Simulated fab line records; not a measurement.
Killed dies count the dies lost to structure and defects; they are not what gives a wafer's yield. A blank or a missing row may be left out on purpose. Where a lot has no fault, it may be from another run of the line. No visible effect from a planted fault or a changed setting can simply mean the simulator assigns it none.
fab line records | flow gf180mcu | part 1 of 2: steps 1 to 29 of 37
record lots=5 | wafers=15 | last-day=32
route steps=602 shown VT_IMPLANT@135 MVSD@136 NWELL@137 LVPWELL@138 MVPSD@139 DUAL_GATE@141 POLY_GATE@157
lots untouched by any fault: they come from a run of this same line in which no faults occurred
start-h: start of the lot's first displayed wafer, in hours after the record's first day | wait-h: time in hours since the lot's previous step | " same as the row above | L1.1+2: a row that stands for several wafers | - no value, or no start given | * or withheld: withheld | < > ~ a bound
route shown NAME@n: NAME is a module with steps in the file, n the number in the route of the first one | usual: the fault-free wafers' mean and standard deviation | same: alike in all rows | chamber/n: place in a boat | sites: readings site by site | _std_site: the values' standard deviation | _edge_site: mean of outer sites minus mean of inner sites | radius-mm: for every site, how far away it sits from the centre of the wafer | mask NAME#n: copy n | behind: the last tool/chamber to shape the wafer | hold: the reason the lot was held/the length of the hold in hours/how it ended | device: the transistor (n, p or np) that didn't switch | end of line: tests run on the same wafers once the route is complete | for a step that has no rows: nothing shown but its recipe | killed: dies that structure and defects cost at the first sort, which is not the same as the wafer's yield | map: shows each die of a wafer: x if killed, . if not, _ if none is there
set.NAME: the setting the step ran with; set.NAME@STEP: the setting that earlier step ran with | model.NAME: the simulator's own value behind a step, which no gauge read
certain route steps with their lots: each step a table, each wafer a row
services: the hour from which a tool's chamber was out of use, counted from the record's first day as start-h (under 0 if before that day), plus the number of hours and why
## steps
# step GF_VT_IMPLANT_RTA_45
# recipe temp-c=1050 | time-s=30 | ambient=N2
# usual lamp-power-pct=32/5.3 | wafer_temp_C_max=1053.8/1.1
# same time-s=30
lot.wafer | tool          | chamber | start-h | wait-h | lamp-power-pct | wafer_temp_C_max
L075.2    | rtp-anneal-02 | 0       | 161.16  | 0.0    | 39             | 1053.9
L075.5    | "             | 0       | "       | "      | 39             | 1053.3
L075.6    | "             | 0       | "       | "      | 39             | 1055.2
L077.1    | rtp-anneal-01 | 0       | 174.55  | 0.0    | 28             | 1052.6
L077.3    | "             | 0       | "       | "      | 28             | 1053.4
L077.5    | "             | 0       | "       | "      | 28             | 1053.3
L078.4    | rtp-anneal-01 | 0       | 186.74  | 0.1    | 28             | 1054.3
L078.5    | "             | 0       | "       | "      | 28             | 1053.5
L078.6    | "             | 0       | "       | "      | 28             | 1052.6
L087.2    | rtp-anneal-02 | 0       | 249.98  | 0.0    | 39             | 1054.8
L087.4    | "             | 0       | "       | "      | 39             | 1053.8
L087.6    | "             | 0       | "       | "      | 39             | 1055.0
L088.1    | rtp-anneal-01 | 0       | 253.17  | 0.0    | 28             | 1053.0
L088.5    | "             | 0       | "       | "      | 28             | 1052.9
L088.6    | "             | 0       | "       | "      | 28             | 1053.1
# step GF_VT_IMPLANT_RS_MEAS_46
# recipe thk-meas-gauge=four-point-probe
# usual MVSD_RS=456.8/1.3
lot.wafer | tool          | chamber | start-h | wait-h | MVSD_RS[ohm/sq]
L075.2    | film-metro-03 | -       | 161.27  | 0.1    | 458.6
L075.5    | "             | -       | "       | "      | 458.4
L075.6    | "             | -       | "       | "      | 458.8
L077.1    | film-metro-03 | -       | 174.65  | 0.1    | 456.2
L077.3    | "             | -       | "       | "      | 456.4
L077.5    | "             | -       | "       | "      | 456.8
L078.4    | film-metro-03 | -       | 186.85  | 0.1    | 455.6
L078.5    | "             | -       | "       | "      | 455.4
L078.6    | "             | -       | "       | "      | 456.1
L087.2    | film-metro-03 | -       | 250.08  | 0.1    | 458.9
L087.4    | "             | -       | "       | "      | 458.8
L087.6    | "             | -       | "       | "      | 458.5
L088.1    | film-metro-03 | -       | 253.27  | 0.1    | 458.7
L088.5    | "             | -       | "       | "      | 458.3
L088.6    | "             | -       | "       | "      | 457.4
# step GF_VT_IMPLANT_RS_MEAS_47
# recipe thk-meas-gauge=four-point-probe
# usual NWELL_RS=487.6/1.2
lot.wafer | tool          | chamber | start-h | wait-h | NWELL_RS[ohm/sq]
L075.2    | film-metro-03 | -       | 161.39  | 0.1    | 489.9
L075.5    | "             | -       | "       | "      | 487.1
L075.6    | "             | -       | "       | "      | 486.6
L077.1    | film-metro-03 | -       | 174.77  | 0.1    | 488.1
L077.3    | "             | -       | "       | "      | 489.1
L077.5    | "             | -       | "       | "      | 489.1
L078.4    | film-metro-03 | -       | 186.97  | 0.1    | 487.5
L078.5    | "             | -       | "       | "      | 487.7
L078.6    | "             | -       | "       | "      | 487.0
L087.2    | film-metro-03 | -       | 250.20  | 0.1    | 490.7
L087.4    | "             | -       | "       | "      | 490.9
L087.6    | "             | -       | "       | "      | 488.3
L088.1    | film-metro-03 | -       | 253.39  | 0.1    | 490.1
L088.5    | "             | -       | "       | "      | 489.1
L088.6    | "             | -       | "       | "      | 488.7
# step GF_VT_IMPLANT_RS_MEAS_48
# recipe thk-meas-gauge=four-point-probe
# usual LVPWELL_RS=1196/3.1
lot.wafer | tool          | chamber | start-h | wait-h | LVPWELL_RS[ohm/sq]
L075.2    | film-metro-03 | -       | 161.51  | 0.1    | 1197
L075.5    | "             | -       | "       | "      | 1195
L075.6    | "             | -       | "       | "      | 1200
L077.1    | film-metro-03 | -       | 174.89  | 0.1    | 1200
L077.3    | "             | -       | "       | "      | 1200
L077.5    | "             | -       | "       | "      | 1202
L078.4    | film-metro-03 | -       | 187.09  | 0.1    | 1192
L078.5    | "             | -       | "       | "      | 1195
L078.6    | "             | -       | "       | "      | 1194
L087.2    | film-metro-03 | -       | 250.32  | 0.1    | 1192
L087.4    | "             | -       | "       | "      | 1194
L087.6    | "             | -       | "       | "      | 1195
L088.1    | film-metro-03 | -       | 253.51  | 0.1    | 1197
L088.5    | "             | -       | "       | "      | 1194
L088.6    | "             | -       | "       | "      | 1195
# step GF_VT_IMPLANT_RS_MEAS_49
# recipe thk-meas-gauge=four-point-probe
# usual MVPSD_RS=1168.6/2.8
lot.wafer | tool          | chamber | start-h | wait-h | MVPSD_RS[ohm/sq]
L075.2    | film-metro-03 | -       | 161.63  | 0.1    | 1163.5
L075.5    | "             | -       | "       | "      | 1164.2
L075.6    | "             | -       | "       | "      | 1165.2
L077.1    | film-metro-03 | -       | 175.01  | 0.1    | 1170.0
L077.3    | "             | -       | "       | "      | 1169.8
L077.5    | "             | -       | "       | "      | 1171.5
L078.4    | film-metro-03 | -       | 187.21  | 0.1    | 1168.6
L078.5    | "             | -       | "       | "      | 1165.2
L078.6    | "             | -       | "       | "      | 1164.8
L087.2    | film-metro-03 | -       | 250.44  | 0.1    | 1171.8
L087.4    | "             | -       | "       | "      | 1171.1
L087.6    | "             | -       | "       | "      | 1173.1
L088.1    | film-metro-03 | -       | 253.63  | 0.1    | 1168.0
L088.5    | "             | -       | "       | "      | 1167.2
L088.6    | "             | -       | "       | "      | 1168.8
# step GF_VT_IMPLANT_WET_ETCH_50
# recipe chemistry=dHF | target-depth-nm=20 | target=SiO2 | temp-c=25 | dilution=100:1 | time-s=400
# same time-s=400
lot.wafer  | tool         | chamber | start-h | wait-h
L075.2+5+6 | wet-bench-03 | 3       | 161.73  | 0.1
L077.1+3+5 | wet-bench-01 | 0       | 175.13  | 0.1
L078.4+5+6 | wet-bench-03 | 1       | 187.27  | 0.0
L087.2+4+6 | wet-bench-01 | 1       | 250.54  | 0.1
L088.1+5+6 | wet-bench-03 | 2       | 253.75  | 0.1
# step GF_DUAL_GATE_CLEAN_00
# recipe chemistry=SC1/SC2 | mix=1:4:20 | temp-c=70 | time-s=150
# same time-s=150
lot.wafer  | tool         | chamber | start-h | wait-h
L075.2+5+6 | wet-bench-01 | 0       | 161.85  | 0.0
L077.1+3+5 | wet-bench-03 | 0       | 175.26  | 0.0
L078.4+5+6 | wet-bench-04 | 0       | 187.39  | 0.0
L087.2+4+6 | wet-bench-03 | 3       | 250.67  | 0.0
L088.1+5+6 | wet-bench-01 | 2       | 253.87  | 0.0
# step GF_DUAL_GATE_CLEAN_01
# recipe chemistry=dHF | time-s=20 | dilution=100:1 | dry=ipa-marangoni
# same time-s=20
lot.wafer  | tool         | chamber | start-h | wait-h
L075.2+5+6 | wet-bench-03 | 0       | 161.90  | 0.0
L077.1+3+5 | wet-bench-04 | 2       | 175.31  | 0.0
L078.4+5+6 | wet-bench-03 | 1       | 187.44  | 0.0
L087.2+4+6 | wet-bench-01 | 2       | 250.72  | 0.0
L088.1+5+6 | wet-bench-04 | 2       | 253.92  | 0.0
# step GF_DUAL_GATE_OXIDATION_02
# recipe temp-c=900 | ambient=O2 | stabilise-s=600 | purge-s=300 | target-thk-a=108.87 | ox-time-s=1602
lot.wafer  | tool       | chamber | start-h | wait-h
L075.2+5+6 | furnace-02 | 0       | 161.91  | 0.0
L077.1+3+5 | furnace-02 | 0       | 180.21  | 4.9
L078.4+5+6 | furnace-02 | 0       | 188.37  | 0.9
L087.2+4+6 | furnace-02 | 0       | 250.83  | 0.1
L088.1+5+6 | furnace-01 | 0       | 254.80  | 0.9
# step GF_DUAL_GATE_THK_MEAS_03
# recipe reads=SiO2_of_DUAL_GATE_OXIDATION_02
# usual DUAL_GATE_OXIDATION_00_THK=10.83/0.21
lot.wafer | tool          | chamber | start-h | wait-h | DUAL_GATE_OXIDATION_00_THK[nm]
L075.2    | film-metro-02 | -       | 163.37  | 0.0    | 10.91
L075.5    | "             | -       | "       | "      | 10.62
L075.6    | "             | -       | "       | "      | 10.82
L077.1    | film-metro-04 | -       | 181.66  | 0.0    | 11.09
L077.3    | "             | -       | "       | "      | 11.19
L077.5    | "             | -       | "       | "      | 10.98
L078.4    | film-metro-01 | -       | 189.85  | 0.0    | 10.89
L078.5    | "             | -       | "       | "      | 10.91
L078.6    | "             | -       | "       | "      | 10.72
L087.2    | film-metro-04 | -       | 252.29  | 0.0    | 11.08
L087.4    | "             | -       | "       | "      | 11.14
L087.6    | "             | -       | "       | "      | 11.31
L088.1    | film-metro-04 | -       | 256.24  | 0.0    | 10.68
L088.5    | "             | -       | "       | "      | 11.13
L088.6    | "             | -       | "       | "      | 10.82
# step GF_DUAL_GATE_DEHYDRATE_04
# recipe temp-c=200 | time-s=60
# usual resist-line-temp-C=22.98/0.12
# same time-s=60
lot.wafer | tool           | chamber | start-h | wait-h | resist-line-temp-C
L075.2    | litho-track-03 | 0       | 170.72  | 7.3    | 23.25
L075.5    | "              | 0       | "       | "      | 23.10
L075.6    | "              | 0       | "       | "      | 23.12
L077.1    | litho-track-02 | 0       | 189.10  | 7.4    | 23.08
L077.3    | "              | 0       | "       | "      | 23.13
L077.5    | "              | 0       | "       | "      | 23.00
L078.4    | litho-track-02 | 0       | 197.13  | 7.3    | 23.14
L078.5    | "              | 0       | "       | "      | 22.93
L078.6    | "              | 0       | "       | "      | 22.91
L087.2    | litho-track-02 | 0       | 260.73  | 8.4    | 22.89
L087.4    | "              | 0       | "       | "      | 22.87
L087.6    | "              | 0       | "       | "      | 22.74
L088.1    | litho-track-01 | 0       | 264.87  | 8.6    | 22.86
L088.5    | "              | 0       | "       | "      | 22.77
L088.6    | "              | 0       | "       | "      | 22.74
# step GF_DUAL_GATE_HMDS_05
# recipe prime-time-s=60 | prime-temp-c=120
# usual resist-line-temp-C=22.98/0.11
lot.wafer | tool           | chamber | start-h | wait-h | resist-line-temp-C
L075.2    | litho-track-03 | 0       | 170.87  | 0.1    | 22.86
L075.5    | "              | 0       | "       | "      | 22.90
L075.6    | "              | 0       | "       | "      | 23.08
L077.1    | litho-track-02 | 0       | 189.25  | 0.1    | 22.95
L077.3    | "              | 0       | "       | "      | 23.16
L077.5    | "              | 0       | "       | "      | 23.00
L078.4    | litho-track-02 | 0       | 197.28  | 0.1    | 23.01
L078.5    | "              | 0       | "       | "      | 22.87
L078.6    | "              | 0       | "       | "      | 22.99
L087.2    | litho-track-02 | 0       | 260.88  | 0.1    | 22.88
L087.4    | "              | 0       | "       | "      | 22.88
L087.6    | "              | 0       | "       | "      | 22.74
L088.1    | litho-track-01 | 0       | 265.02  | 0.1    | 22.99
L088.5    | "              | 0       | "       | "      | 22.96
L088.6    | "              | 0       | "       | "      | 22.95
# step GF_DUAL_GATE_COAT_06
# recipe resist=NOVOLAK | spin-rpm=3000 | resist-thk-nm=1000
# usual resist-line-temp-C=23.00/0.092
lot.wafer | tool           | chamber | start-h | wait-h | resist-line-temp-C
L075.2    | litho-track-03 | 0       | 171.02  | 0.1    | 22.93
L075.5    | "              | 0       | "       | "      | 22.95
L075.6    | "              | 0       | "       | "      | 22.99
L077.1    | litho-track-02 | 0       | 189.40  | 0.1    | 22.93
L077.3    | "              | 0       | "       | "      | 22.95
L077.5    | "              | 0       | "       | "      | 22.90
L078.4    | litho-track-02 | 0       | 197.43  | 0.1    | 22.95
L078.5    | "              | 0       | "       | "      | 23.00
L078.6    | "              | 0       | "       | "      | 23.08
L087.2    | litho-track-02 | 0       | 261.03  | 0.1    | 22.89
L087.4    | "              | 0       | "       | "      | 23.07
L087.6    | "              | 0       | "       | "      | 22.98
L088.1    | litho-track-01 | 0       | 265.17  | 0.1    | 23.05
L088.5    | "              | 0       | "       | "      | 23.05
L088.6    | "              | 0       | "       | "      | 23.05
# step GF_DUAL_GATE_SOFTBAKE_07
# recipe temp-c=90 | time-s=60 | resist=NOVOLAK
# usual resist-line-temp-C=23.00/0.11
# same time-s=60
lot.wafer | tool           | chamber | start-h | wait-h | resist-line-temp-C
L075.2    | litho-track-03 | 0       | 171.17  | 0.1    | 22.99
L075.5    | "              | 0       | "       | "      | 22.89
L075.6    | "              | 0       | "       | "      | 22.97
L077.1    | litho-track-02 | 0       | 189.55  | 0.1    | 23.00
L077.3    | "              | 0       | "       | "      | 23.03
L077.5    | "              | 0       | "       | "      | 22.86
L078.4    | litho-track-02 | 0       | 197.58  | 0.1    | 22.84
L078.5    | "              | 0       | "       | "      | 23.11
L078.6    | "              | 0       | "       | "      | 22.96
L087.2    | litho-track-02 | 0       | 261.18  | 0.1    | 23.20
L087.4    | "              | 0       | "       | "      | 23.10
L087.6    | "              | 0       | "       | "      | 23.28
L088.1    | litho-track-01 | 0       | 265.32  | 0.1    | 22.95
L088.5    | "              | 0       | "       | "      | 23.00
L088.6    | "              | 0       | "       | "      | 23.07
# step GF_DUAL_GATE_EXPOSE_08
# recipe mask-id=Dualgate | target-cd-nm=700 | na=0.6 | source-shape=conventional | sigma-outer=0.6 | dose-mj=140
# usual focus-offset-nm=0.0/0.48
lot.wafer | tool             | chamber | start-h | wait-h | mask       | focus-offset-nm
L075.2    | iline-stepper-01 | 0       | -       | -      | Dualgate#0 | -0.2
L075.5    | "                | 0       | "       | "      | Dualgate#0 | 0.0
L075.6    | "                | 0       | "       | "      | Dualgate#0 | -0.3
L077.1    | iline-stepper-02 | 0       | -       | -      | Dualgate#0 | -0.6
L077.3    | "                | 0       | "       | "      | Dualgate#0 | -0.2
L077.5    | "                | 0       | "       | "      | Dualgate#0 | 0.4
L078.4    | iline-stepper-02 | 0       | -       | -      | Dualgate#0 | -0.2
L078.5    | "                | 0       | "       | "      | Dualgate#0 | 0.0
L078.6    | "                | 0       | "       | "      | Dualgate#0 | 0.1
L087.2    | iline-stepper-01 | 0       | -       | -      | Dualgate#0 | 0.0
L087.4    | "                | 0       | "       | "      | Dualgate#0 | 0.3
L087.6    | "                | 0       | "       | "      | Dualgate#0 | 0.0
L088.1    | iline-stepper-01 | 0       | -       | -      | Dualgate#0 | -0.1
L088.5    | "                | 0       | "       | "      | Dualgate#0 | -0.3
L088.6    | "                | 0       | "       | "      | Dualgate#0 | 0.1
# step GF_DUAL_GATE_PEB_09
# recipe temp-c=withheld | time-s=* | resist=NOVOLAK
# usual resist-line-temp-C=*
# same time-s=*
lot.wafer | tool           | chamber | start-h | wait-h | resist-line-temp-C
L075.2    | litho-track-03 | 0       | -       | -      | *
L075.5    | "              | 0       | "       | "      | *
L075.6    | "              | 0       | "       | "      | *
L077.1    | litho-track-03 | 0       | -       | -      | *
L077.3    | "              | 0       | "       | "      | *
L077.5    | "              | 0       | "       | "      | *
L078.4    | litho-track-03 | 0       | -       | -      | *
L078.5    | "              | 0       | "       | "      | *
L078.6    | "              | 0       | "       | "      | *
L087.2    | litho-track-01 | 0       | -       | -      | *
L087.4    | "              | 0       | "       | "      | *
L087.6    | "              | 0       | "       | "      | *
L088.1    | litho-track-03 | 0       | -       | -      | *
L088.5    | "              | 0       | "       | "      | *
L088.6    | "              | 0       | "       | "      | *
# step GF_DUAL_GATE_DEVELOP_10
# recipe develop-time-s=60 | dev-temp-c=23
# usual resist-line-temp-C=23.00/0.11
lot.wafer | tool           | chamber | start-h | wait-h | resist-line-temp-C
L075.2    | litho-track-03 | 0       | 179.47  | 0.1    | 23.14
L075.5    | "              | 0       | "       | "      | 23.08
L075.6    | "              | 0       | "       | "      | 23.05
L077.1    | litho-track-03 | 0       | 197.40  | 0.1    | 22.98
L077.3    | "              | 0       | "       | "      | 22.98
L077.5    | "              | 0       | "       | "      | 22.78
L078.4    | litho-track-03 | 0       | 205.32  | 0.1    | 23.04
L078.5    | "              | 0       | "       | "      | 22.90
L078.6    | "              | 0       | "       | "      | 23.03
L087.2    | litho-track-01 | 0       | 270.44  | 0.1    | 22.97
L087.4    | "              | 0       | "       | "      | 22.90
L087.6    | "              | 0       | "       | "      | 22.94
L088.1    | litho-track-03 | 0       | 275.15  | 0.1    | 23.18
L088.5    | "              | 0       | "       | "      | 23.01
L088.6    | "              | 0       | "       | "      | 23.09
# step GF_DUAL_GATE_OVL_MEAS_11
# usual DUAL_GATE_OVL=0.0/1.3
lot.wafer | tool       | chamber | start-h | wait-h | DUAL_GATE_OVL[nm]
L075.2    | overlay-02 | -       | 179.60  | 0.1    | 1.0
L075.5    | "          | -       | "       | "      | 1.7
L075.6    | "          | -       | "       | "      | 1.7
L077.1    | overlay-02 | -       | 197.55  | 0.1    | 0.7
L077.3    | "          | -       | "       | "      | 0.6
L077.5    | "          | -       | "       | "      | -0.4
L078.4    | overlay-01 | -       | 205.41  | 0.1    | 1.4
L078.5    | "          | -       | "       | "      | 0.1
L078.6    | "          | -       | "       | "      | 2.3
L087.2    | overlay-01 | -       | 270.57  | 0.1    | -0.2
L087.4    | "          | -       | "       | "      | 1.1
L087.6    | "          | -       | "       | "      | -0.9
L088.1    | overlay-01 | -       | 275.30  | 0.1    | -1.9
L088.5    | "          | -       | "       | "      | -1.7
L088.6    | "          | -       | "       | "      | -0.7
# step GF_DUAL_GATE_WET_ETCH_12
# recipe chemistry=dHF | target-depth-nm=13 | dry=n2-spin | target=SiO2 | temp-c=25 | dilution=100:1 | time-s=260
# same time-s=260
lot.wafer  | tool         | chamber | start-h | wait-h
L075.2+5+6 | wet-bench-03 | 2       | 179.63  | 0.0
L077.1+3+5 | wet-bench-03 | 0       | 197.58  | 0.0
L078.4+5+6 | wet-bench-03 | 1       | 205.43  | 0.0
L087.2+4+6 | wet-bench-04 | 3       | 270.60  | 0.0
L088.1+5+6 | wet-bench-03 | 3       | 275.33  | 0.0
# step GF_DUAL_GATE_STRIP_13
# recipe chemistry=O2/N2 | power-w=1400 | pressure-mtorr=1500 | platen-temp-c=250 | o2-flow-sccm=3000 | n2-flow-sccm=300 | overash-fraction=0.5
# usual drypump-motor-current-A=5.4/0.57 | heater-power-w=334/35 | oes-product-au=0.716/0.0042 | strip-time-to-endpoint-s=12.61/0.035
lot.wafer | tool            | chamber | start-h | wait-h | drypump-motor-current-A | heater-power-w | oes-product-au | rf-hours-counter-h | strip-time-to-endpoint-s
L075.2    | plasma-asher-04 | 1       | 179.72  | 0.0    | 5.3                     | 360            | 0.721          | 37                 | 12.64
L075.5    | "               | 0       | "       | "      | 4.8                     | 280            | 0.720          | -                  | 12.62
L075.6    | "               | 1       | "       | "      | 5.3                     | 353            | 0.725          | -                  | 12.67
L077.1    | plasma-asher-04 | 0       | 197.66  | 0.0    | 4.7                     | 281            | 0.719          | 39                 | 12.62
L077.3    | "               | 1       | "       | "      | 5.3                     | 359            | 0.715          | -                  | 12.62
L077.5    | "               | 1       | "       | "      | 5.2                     | 353            | 0.703          | -                  | 12.62
L078.4    | plasma-asher-02 | 0       | 205.55  | 0.0    | 6.1                     | 301            | 0.718          | -                  | 12.61
L078.5    | "               | 1       | "       | "      | 5.5                     | 389            | 0.713          | -                  | 12.65
L078.6    | "               | 0       | "       | "      | 6.1                     | 309            | 0.710          | -                  | 12.65
L087.2    | plasma-asher-02 | 1       | 270.68  | 0.0    | 5.5                     | 396            | 0.713          | 60                 | 12.60
L087.4    | "               | 0       | "       | "      | 6.1                     | 299            | 0.724          | -                  | 12.59
L087.6    | "               | 1       | "       | "      | 5.5                     | 383            | 0.719          | -                  | 12.59
L088.1    | plasma-asher-03 | 1       | 275.41  | 0.0    | 6.1                     | 336            | 0.708          | 14                 | 12.63
L088.5    | "               | 1       | "       | "      | 6.1                     | 331            | 0.714          | -                  | 12.61
L088.6    | "               | 0       | "       | "      | 4.7                     | 337            | 0.718          | -                  | 12.66
# step GF_DUAL_GATE_CLEAN_14
# recipe chemistry=SC1/SC2 | mix=1:4:20 | temp-c=70 | time-s=150 | dry=n2-spin
# same time-s=150
lot.wafer  | tool         | chamber | start-h | wait-h
L075.2+5+6 | wet-bench-01 | 3       | 179.82  | 0.1
L077.1+3+5 | wet-bench-03 | 1       | 197.76  | 0.1
L078.4+5+6 | wet-bench-04 | 3       | 205.61  | 0.0
L087.2+4+6 | wet-bench-04 | 0       | 270.78  | 0.1
L088.1+5+6 | wet-bench-04 | 2       | 275.51  | 0.1
# step GF_DUAL_GATE_OXIDATION_15
# recipe temp-c=850 | ambient=O2 | stabilise-s=600 | purge-s=300 | target-thk-a=70.98 | ox-time-s=1995
lot.wafer  | tool       | chamber | start-h | wait-h
L075.2+5+6 | furnace-02 | 0       | 182.78  | 2.9
L077.1+3+5 | furnace-02 | 0       | 198.29  | 0.5
L078.4+5+6 | furnace-02 | 0       | 206.51  | 0.9
L087.2+4+6 | furnace-01 | 0       | 271.51  | 0.7
L088.1+5+6 | furnace-02 | 0       | 275.57  | 0.0
# step GF_POLY_GATE_CVD_00
# recipe material=poly-Si | target-thk-nm=200 | temp-c=620 | time-s=1200 | pressure-mtorr=200
# same time-s=1200
lot.wafer  | tool     | chamber | start-h | wait-h
L075.2+5+6 | lpcvd-01 | 0       | 184.34  | 0.0
L077.1+3+5 | lpcvd-02 | 0       | 200.11  | 0.3
L078.4+5+6 | lpcvd-01 | 0       | 208.56  | 0.5
L087.2+4+6 | lpcvd-02 | 1       | 273.44  | 0.4
L088.1+5+6 | lpcvd-02 | 0       | 277.12  | 0.0
# step GF_POLY_GATE_THK_MEAS_01
# recipe reads=poly-Si_of_POLY_GATE_CVD_00
# usual POLY_GATE_CVD_00_THK=200.5/1.5
lot.wafer | tool          | chamber | start-h | wait-h | POLY_GATE_CVD_00_THK[nm]
L075.2    | film-metro-02 | -       | 185.68  | 0.0    | 198.0
L075.5    | "             | -       | "       | "      | 199.3
L075.6    | "             | -       | "       | "      | 200.1
L077.1    | film-metro-01 | -       | 201.44  | 0.0    | 199.8
L077.3    | "             | -       | "       | "      | 200.7
L077.5    | "             | -       | "       | "      | 200.5
L078.4    | film-metro-03 | -       | 209.92  | 0.0    | 200.7
L078.5    | "             | -       | "       | "      | 198.4
L078.6    | "             | -       | "       | "      | 199.4
L087.2    | film-metro-02 | -       | 275.45  | 0.0    | 199.7
L087.4    | "             | -       | "       | "      | 202.0
L087.6    | "             | -       | "       | "      | 201.1
L088.1    | film-metro-01 | -       | 278.45  | 0.0    | 202.3
L088.5    | "             | -       | "       | "      | 204.1
L088.6    | "             | -       | "       | "      | 202.8
# step GF_POLY_GATE_DEHYDRATE_02
# recipe temp-c=200 | time-s=60
# usual resist-line-temp-C=23.02/0.1
# same time-s=60
lot.wafer | tool           | chamber | start-h | wait-h | resist-line-temp-C
L075.2    | litho-track-03 | 0       | 193.22  | 7.5    | 23.17
L075.5    | "              | 0       | "       | "      | 23.08
L075.6    | "              | 0       | "       | "      | 23.10
L077.1    | litho-track-02 | 0       | 209.55  | 8.1    | 23.01
L077.3    | "              | 0       | "       | "      | 22.96
L077.5    | "              | 0       | "       | "      | 22.92
L078.4    | litho-track-02 | 0       | 218.63  | 8.7    | 22.81
L078.5    | "              | 0       | "       | "      | 23.09
L078.6    | "              | 0       | "       | "      | 23.05
L087.2    | litho-track-02 | 0       | 284.48  | 9.0    | 23.11
L087.4    | "              | 0       | "       | "      | 23.14
L087.6    | "              | 0       | "       | "      | 23.12
L088.1    | litho-track-02 | 0       | 287.40  | 8.9    | 23.02
L088.5    | "              | 0       | "       | "      | 23.10
L088.6    | "              | 0       | "       | "      | 22.89
# step GF_POLY_GATE_HMDS_03
# recipe prime-time-s=60 | prime-temp-c=120
# usual resist-line-temp-C=22.99/0.11
lot.wafer | tool           | chamber | start-h | wait-h | resist-line-temp-C
L075.2    | litho-track-03 | 0       | 193.37  | 0.1    | 23.01
L075.5    | "              | 0       | "       | "      | 23.17
L075.6    | "              | 0       | "       | "      | 23.02
L077.1    | litho-track-02 | 0       | 209.70  | 0.1    | 23.02
L077.3    | "              | 0       | "       | "      | 22.88
L077.5    | "              | 0       | "       | "      | 22.86
L078.4    | litho-track-02 | 0       | 218.78  | 0.1    | 23.12
L078.5    | "              | 0       | "       | "      | 23.00
L078.6    | "              | 0       | "       | "      | 23.09
L087.2    | litho-track-02 | 0       | 284.63  | 0.1    | 23.15
L087.4    | "              | 0       | "       | "      | 23.05
L087.6    | "              | 0       | "       | "      | 22.96
L088.1    | litho-track-02 | 0       | 287.55  | 0.1    | 23.05
L088.5    | "              | 0       | "       | "      | 22.87
L088.6    | "              | 0       | "       | "      | 22.94
# step GF_POLY_GATE_COAT_04
# recipe resist=BARC | temp-c=withheld | time-s=withheld | spin-rpm=withheld | resist-thk-nm=withheld
# usual resist-line-temp-C=*
lot.wafer | tool           | chamber | start-h | wait-h | resist-line-temp-C
L075.2    | litho-track-03 | 0       | 193.52  | 0.1    | *
L075.5    | "              | 0       | "       | "      | *
L075.6    | "              | 0       | "       | "      | *
L077.1    | litho-track-02 | 0       | 209.85  | 0.1    | *
L077.3    | "              | 0       | "       | "      | *
L077.5    | "              | 0       | "       | "      | *
L078.4    | litho-track-02 | 0       | 218.93  | 0.1    | *
L078.5    | "              | 0       | "       | "      | *
L078.6    | "              | 0       | "       | "      | *
L087.2    | litho-track-02 | 0       | 284.78  | 0.1    | *
L087.4    | "              | 0       | "       | "      | *
L087.6    | "              | 0       | "       | "      | *
L088.1    | litho-track-02 | 0       | 287.70  | 0.1    | *
L088.5    | "              | 0       | "       | "      | *
L088.6    | "              | 0       | "       | "      | *
# step GF_POLY_GATE_COAT_05
# recipe resist=KrF | spin-rpm=withheld | resist-thk-nm=700
# usual resist-line-temp-C=23.00/0.11
lot.wafer | tool           | chamber | start-h | wait-h | resist-line-temp-C
L075.2    | litho-track-03 | 0       | -       | -      | 22.96
L075.5    | "              | 0       | "       | "      | 23.19
L075.6    | "              | 0       | "       | "      | 23.02
L077.1    | litho-track-02 | 0       | -       | -      | 23.05
L077.3    | "              | 0       | "       | "      | 23.04
L077.5    | "              | 0       | "       | "      | 22.95
L078.4    | litho-track-02 | 0       | -       | -      | 23.07
L078.5    | "              | 0       | "       | "      | 22.89
L078.6    | "              | 0       | "       | "      | 22.91
L087.2    | litho-track-02 | 0       | -       | -      | 23.02
L087.4    | "              | 0       | "       | "      | 23.02
L087.6    | "              | 0       | "       | "      | 22.96
L088.1    | litho-track-02 | 0       | -       | -      | 22.98
L088.5    | "              | 0       | "       | "      | 22.91
L088.6    | "              | 0       | "       | "      | 23.14
# step GF_POLY_GATE_SOFTBAKE_06
# recipe temp-c=130 | time-s=60 | resist=KrF
# usual resist-line-temp-C=22.98/0.1
# same time-s=60
lot.wafer | tool           | chamber | start-h | wait-h | resist-line-temp-C
L075.2    | litho-track-03 | 0       | -       | -      | 22.95
L075.5    | "              | 0       | "       | "      | 22.97
L075.6    | "              | 0       | "       | "      | 23.12
L077.1    | litho-track-02 | 0       | -       | -      | 22.87
L077.3    | "              | 0       | "       | "      | 22.92
L077.5    | "              | 0       | "       | "      | 23.19
L078.4    | litho-track-02 | 0       | -       | -      | 22.97
L078.5    | "              | 0       | "       | "      | 22.93
L078.6    | "              | 0       | "       | "      | 22.95
L087.2    | litho-track-02 | 0       | -       | -      | 22.96
L087.4    | "              | 0       | "       | "      | 23.16
L087.6    | "              | 0       | "       | "      | 22.91
L088.1    | litho-track-02 | 0       | -       | -      | 22.88
L088.5    | "              | 0       | "       | "      | 23.01
L088.6    | "              | 0       | "       | "      | 22.94
